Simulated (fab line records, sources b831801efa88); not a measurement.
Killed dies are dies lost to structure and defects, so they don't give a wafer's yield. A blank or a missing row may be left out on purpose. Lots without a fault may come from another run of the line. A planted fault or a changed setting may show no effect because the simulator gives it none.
Which tool did it? | flow gf180mcu | 14 lots, 42 wafers sampled, at 4 steps of a route of 602

WHAT THE GAUGES READ, wafer by wafer
The record holds no reading of a measuring or inspecting step that can be judged against a usual standard deviation.

WHICH TOOL RAN EACH LOT (tool, then ch and the chambers of the sampled wafers, then the start)
lot  | GF_V4_ETCH_16                      | GF_V4_ETCH_17                      | GF_V4_STRIP_18                       | GF_MIM_SPUTTER_03
L591 | rie_diel-02 ch 0,1,3, day 24 17:36 | rie_diel-02 ch 0,1,3, day 24 17:00 | plasma_asher-02 ch 0,1, day 24 17:46 | pvd_sputter-02, day 24 19:08
L594 | rie_diel-01 ch 1,2,3, day 25 19:18 | rie_diel-01 ch 1,2,3, day 25 19:00 | plasma_asher-01 ch 0,1, day 25 19:26 | pvd_sputter-02, day 25 20:51
L595 | rie_diel-02 ch 0,1,3, day 26 02:47 | rie_diel-02 ch 0,1,3, day 26 02:00 | plasma_asher-01 ch 0,1, day 26 02:55 | -
L596 | rie_diel-01 ch 1,2, day 26 08:10   | rie_diel-01 ch 1,2, day 26 08:00   | plasma_asher-02 ch 0,1, day 26 08:22 | -
L597 | rie_diel-04 ch 0,3, day 26 16:08   | rie_diel-04 ch 0,3, day 26 16:00   | plasma_asher-01 ch 0,1, day 26 16:16 | pvd_sputter-01, day 26 17:40
L598 | rie_diel-04 ch 2,3, day 26 19:42   | rie_diel-04 ch 2,3, day 26 19:00   | plasma_asher-03 ch 0,1, day 26 19:50 | pvd_sputter-02, day 26 21:19
L605 | rie_diel-02 ch 0,3, day 29 03:45   | rie_diel-02 ch 0,3, day 29 03:00   | plasma_asher-01 ch 0,1, day 29 03:53 | pvd_sputter-01, day 29 06:20
L606 | rie_diel-01 ch 1,3, day 29 16:46   | rie_diel-01 ch 1,3, day 29 16:00   | plasma_asher-01 ch 0,1, day 29 16:54 | pvd_sputter-02, day 29 18:38
L607 | rie_diel-02 ch 0,1, day 29 21:25   | rie_diel-02 ch 0,1, day 29 21:00   | plasma_asher-03 ch 0,1, day 29 21:33 | pvd_sputter-04, day 29 22:56
L608 | rie_diel-02 ch 0,2,3, day 30 03:43 | rie_diel-02 ch 0,2,3, day 30 03:00 | plasma_asher-01 ch 0,1, day 30 03:51 | pvd_sputter-04, day 30 05:16
L609 | rie_diel-02 ch 2,3, day 30 09:39   | rie_diel-02 ch 2,3, day 30 09:00   | plasma_asher-02 ch 0,1, day 30 09:49 | pvd_sputter-01, day 30 11:10
L610 | rie_diel-04 ch 0,2,3, day 30 15:15 | rie_diel-04 ch 0,2,3, day 30 15:00 | plasma_asher-02 ch 0,1, day 30 15:23 | pvd_sputter-04, day 30 17:00
L611 | rie_diel-01 ch 2,3, day 30 21:32   | rie_diel-01 ch 2,3, day 30 21:00   | plasma_asher-01 ch 0, day 30 21:40   | pvd_sputter-01, day 30 23:05
L613 | rie_diel-01 ch 1,2,3, day 31 08:27 | rie_diel-01 ch 1,2,3, day 31 08:00 | plasma_asher-01 ch 0,1, day 31 08:37 | pvd_sputter-04, day 31 09:58
- GF_V4_ETCH_16: etches BARC in N2/H2.
- GF_V4_ETCH_17: etches SiO2 in C4F8/O2/Ar, stops on TiN, target depth 630 nm.
- GF_V4_STRIP_18: strips in O2/N2.
- GF_MIM_SPUTTER_03: material Ti, target thk 10 nm, time 6.7 s.

WHAT THE TOOLS THEMSELVES READ (means of the sampled wafers that have a number; where no wafer has one, the mark that the record gives instead)
GF_V4_ETCH_16. Usual: bias_w 100.0 W, standard deviation 0.32; chamber_pressure_mTorr 29.997 mTorr, standard deviation 0.027; drypump_motor_current_A 5.9 A, standard deviation 0.43; n2_flow_sccm 100.02 sccm, standard deviation 0.3; oes_product_au 0.855 a.u., standard deviation 0.0047; throttle_valve_pct 13.225 %, standard deviation 0.0093.
lot  | tool        | bias_w (W) | chamber_pressure_mTorr (mTorr) | drypump_motor_current_A (A) | n2_flow_sccm (sccm) | oes_product_au (a.u.) | throttle_valve_pct (%) | flag
L591 | rie_diel-02 | 99.8       | 29.990                         | 5.8                         | 100.32              | 0.859                 | 13.226                 |
L594 | rie_diel-01 | 99.6       | 29.997                         | 6.2                         | 99.68               | 0.856                 | 13.216                 |
L595 | rie_diel-02 | 100.3      | 29.984                         | 5.8                         | 99.91               | 0.848                 | 13.217                 |
L596 | rie_diel-01 | 100.0      | 29.993                         | 6.4                         | 99.95               | 0.855                 | 13.218                 |
L597 | rie_diel-04 | 100.0      | 29.993                         | 5.9                         | 100.09              | 0.856                 | 13.223                 |
L598 | rie_diel-04 | 100.0      | 29.997                         | 5.5                         | 100.17              | 0.856                 | 13.218                 |
L605 | rie_diel-02 | 100.0      | 29.976                         | 5.7                         | 99.98               | 0.849                 | 13.228                 |
L606 | rie_diel-01 | 99.8       | 29.977                         | 6.0                         | 99.87               | 0.852                 | 13.220                 |
L607 | rie_diel-02 | 99.9       | 30.003                         | 5.6                         | 100.04              | 0.860                 | 13.231                 |
L608 | rie_diel-02 | 99.9       | 29.994                         | 5.9                         | 100.34              | 0.854                 | 13.238                 |
L609 | rie_diel-02 | 100.0      | 30.009                         | 6.1                         | 99.83               | 0.855                 | 13.223                 |
L610 | rie_diel-04 | 100.2      | 30.015                         | 5.6                         | 99.80               | 0.854                 | 13.226                 |
L611 | rie_diel-01 | 100.1      | 29.990                         | 6.0                         | 100.04              | 0.856                 | 13.220                 |
L613 | rie_diel-01 | 99.9       | 30.011                         | 6.2                         | 99.74               | 0.855                 | 13.222                 |

GF_V4_ETCH_17. Usual: bias_w 1200 W, standard deviation 3.6; chamber_pressure_mTorr 40.00 mTorr, standard deviation 0.04; oes_product_au 0.856 a.u., standard deviation 0.0049.
lot  | tool        | bias_w (W) | chamber_pressure_mTorr (mTorr) | oes_product_au (a.u.) | flag
L591 | rie_diel-02 | 1200       | 40.00                          | 0.858                 |
L594 | rie_diel-01 | 1200       | 40.00                          | 0.857                 |
L595 | rie_diel-02 | -          | -                              | -                     | OFF
L596 | rie_diel-01 | -          | -                              | -                     | OFF
L597 | rie_diel-04 | 1199       | 40.00                          | 0.852                 |
L598 | rie_diel-04 | 1199       | 39.98                          | 0.858                 |
L605 | rie_diel-02 | 1197       | 40.00                          | 0.856                 |
L606 | rie_diel-01 | 1200       | 40.00                          | 0.848                 |
L607 | rie_diel-02 | 1198       | 39.96                          | 0.856                 |
L608 | rie_diel-02 | 1200       | 39.98                          | 0.856                 |
L609 | rie_diel-02 | 1199       | 40.02                          | 0.855                 |
L610 | rie_diel-04 | 1200       | 40.03                          | 0.853                 |
L611 | rie_diel-01 | 1200       | 40.00                          | 0.859                 |
L613 | rie_diel-01 | 1202       | 39.98                          | 0.853                 |

GF_V4_STRIP_18. Usual: drypump_motor_current_A 5.7 A, standard deviation 0.59; heater_power_w 342 W, standard deviation 25; n2_flow_sccm 299.9 sccm, standard deviation 0.87; oes_product_au 0.592 a.u., standard deviation 0.005.
lot  | tool            | drypump_motor_current_A (A) | heater_power_w (W) | n2_flow_sccm (sccm) | oes_product_au (a.u.) | flag
L591 | plasma_asher-02 | 5.7                         | 340                | 300.2               | 0.590                 |
L594 | plasma_asher-01 | 6.2                         | 361                | 299.4               | 0.593                 |
L595 | plasma_asher-01 | 6.1                         | 363                | 299.9               | 0.672                 | OFF
L596 | plasma_asher-02 | 5.7                         | 334                | 300.0               | 0.668                 | OFF
L597 | plasma_asher-01 | 5.7                         | 342                | 300.6               | 0.589                 |
L598 | plasma_asher-03 | 5.2                         | 324                | 300.1               | 0.594                 |
L605 | plasma_asher-01 | 5.7                         | 343                | 300.0               | 0.588                 |
L606 | plasma_asher-01 | 5.7                         | 347                | 299.9               | 0.595                 |
L607 | plasma_asher-03 | 5.2                         | 322                | 299.6               | 0.594                 |
L608 | plasma_asher-01 | 5.7                         | 343                | 300.5               | 0.592                 |
L609 | plasma_asher-02 | 5.4                         | 330                | 299.2               | 0.594                 |
L610 | plasma_asher-02 | 5.7                         | 335                | 301.1               | 0.592                 |
L611 | plasma_asher-01 | 5.3                         | 331                | 300.2               | 0.590                 |
L613 | plasma_asher-01 | 6.2                         | 362                | 300.4               | 0.597                 |

GF_MIM_SPUTTER_03. Usual: cathode_dc_power_W 3000.0 W, standard deviation 0.52; throttle_valve_pct 30.2 %, standard deviation 0.84.
lot  | tool           | cathode_dc_power_W (W) | throttle_valve_pct (%) | flag
L591 | pvd_sputter-02 | 2999.6                 | 30.4                   |
L594 | pvd_sputter-02 | 2999.8                 | 29.9                   |
L597 | pvd_sputter-01 | 2999.9                 | 30.2                   |
L598 | pvd_sputter-02 | 3000.4                 | 29.3                   |
L605 | pvd_sputter-01 | 3000.4                 | 30.5                   |
L606 | pvd_sputter-02 | 2999.7                 | 29.6                   |
L607 | pvd_sputter-04 | 3000.0                 | 30.1                   |
L608 | pvd_sputter-04 | 3000.1                 | 30.3                   |
L609 | pvd_sputter-01 | 3000.0                 | 30.3                   |
L610 | pvd_sputter-04 | 3000.3                 | 30.0                   |
L611 | pvd_sputter-01 | 2999.9                 | 30.2                   |
L613 | pvd_sputter-04 | 3000.0                 | 29.2                   |

THE ANSWER, worked out from the rows above alone
Rule: a lot is off if the mean of its wafers that have a number lies more than 3 standard deviations from the usual mean. A lot without any number at a reading at which 4 lots or more have one is off too. The other lots that the step has rows for count as sound. The gauges are gone through in route order, then the tools' own readings, and for those a lot's mean is taken as printed above. The first step at which some lot is off is used, and at that step the reading that is off furthest; a lot without a number counts as furthest.
Off: L595, L596, at GF_V4_ETCH_17 (bias_w). Without a number there: L595, L596.
A tool fits if, at that step or a process step before it, it ran every lot that is off, and no sound lot after the first of them. None of those tried fits.

WHAT THE SIMULATOR HAD PUT IN
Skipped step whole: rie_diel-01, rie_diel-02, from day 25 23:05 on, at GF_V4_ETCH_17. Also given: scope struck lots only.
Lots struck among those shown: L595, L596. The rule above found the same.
